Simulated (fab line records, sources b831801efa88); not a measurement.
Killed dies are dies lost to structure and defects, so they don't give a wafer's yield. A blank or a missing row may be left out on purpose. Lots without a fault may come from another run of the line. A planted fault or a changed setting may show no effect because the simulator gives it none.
One fault seen from 2 desks | flow sky130 | each desk has only its own numbers; what lay behind them comes last

THE METROLOGY DESK
What the gauges read, lot by lot, whatever tool the lot ran on: means of the sampled wafers that have a number. A lot is out of limits, marked OUT, if its mean lies more than 4 standard deviations from the usual mean; the brackets give that distance.
Columns: A = PWDE_TW at SKY_PWDE_TW_MEAS_10, usual 378; B = PWDE_RS at SKY_NWELL_RS_MEAS_31, usual 5270 ohm/sq; C = SONOS_ONO_OXIDATION_THK at SKY_SONOS_ONO_THK_MEAS_01, usual 2.60 nm; D = SD_P_OVL at SKY_SD_P_OVL_MEAS_08, usual 0.6 nm
lot  | first seen here | A              | B              | C    | D
L709 | day 4 04:18     | 373            | 5305           | 2.48 | 1.0
L711 | day 4 08:19     | 382            | 5249           | 2.64 | 1.6
L712 | day 4 14:09     | 381            | 5281           | 2.58 | 1.2
L714 | day 5 05:13     | 381            | 5270           | 2.57 | 2.0
L715 | day 5 14:07     | 375            | 5255           | 2.65 | 0.9
L716 | day 5 14:13     | 373            | 5251           | 2.57 | -0.6
L720 | day 6 12:11     | 384            | 5266           | 2.61 | 1.0
L722 | day 7 04:27     | 411 (+7.9) OUT | 4211 (-59) OUT | 2.63 | 1.5
L724 | day 7 11:57     | 408 (+7.1) OUT | 4206 (-59) OUT | 2.59 | -1.0
L725 | day 7 14:25     | 384            | 5256           | 2.59 | -0.0
L726 | day 7 18:35     | 384            | 5250           | 2.62 | 0.2
L727 | day 8 00:46     | 382            | 5275           | 2.71 | -0.2
This desk's finding: out of limits on L722, L724; first on L722, day 7 04:27 (PWDE_TW at SKY_PWDE_TW_MEAS_10). In limits: L709, L711, L712, L714, L715, L716, L720, L725, L726, L727.

THE TOOL OWNER'S DESK: implanter-03
The tool's own readings at SKY_PWDE_IMPLANT_08: means of the sampled wafers that have a number, for each lot that ran on this tool. A lot is out of limits, marked OUT, if its mean lies more than 4 standard deviations from the usual mean; the brackets give that distance.
Columns: A = beam_on_s at SKY_PWDE_IMPLANT_08, usual 10.01 s; B = end_station_pressure_torr at SKY_PWDE_IMPLANT_08, usual 5.01e-06 Torr; C = faraday_current_uA at SKY_PWDE_IMPLANT_08, usual 20.3
lot  | first seen here | A               | B        | C
L711 | day 4 08:04     | 10.16           | 4.87e-06 | 20.0
L714 | day 5 04:58     | 10.16           | 4.81e-06 | 20.0
L716 | day 5 13:53     | 9.97            | 5.06e-06 | 20.4
L722 | day 7 04:12     | 13.52 (+18) OUT | 5.24e-06 | 15.0 (-13) OUT
L724 | day 7 11:42     | 13.23 (+16) OUT | 5.24e-06 | 15.3 (-12) OUT
This desk's finding: out of limits on L722, L724; first on L722, day 7 04:12 (beam_on_s at SKY_PWDE_IMPLANT_08). In limits: L711, L714, L716.

PUT TOGETHER
The tool owner's desk could have raised an alarm at day 7 04:12, on L722, L724.
The metrology desk could have raised an alarm at day 7 04:27, on L722, L724.
Of the lots named, all ran SKY_PWDE_IMPLANT_08 on implanter-03.

WHAT THE SIMULATOR HAD PUT IN
Process parameter drift: implanter-03, from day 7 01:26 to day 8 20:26, at SKY_PWDE_IMPLANT_08. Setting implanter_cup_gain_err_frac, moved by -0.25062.
Lots struck among those shown: L722, L724.
Hours from the fault's start to each desk's first reading out of limits: the tool owner's desk, 3; the metrology desk, 3.
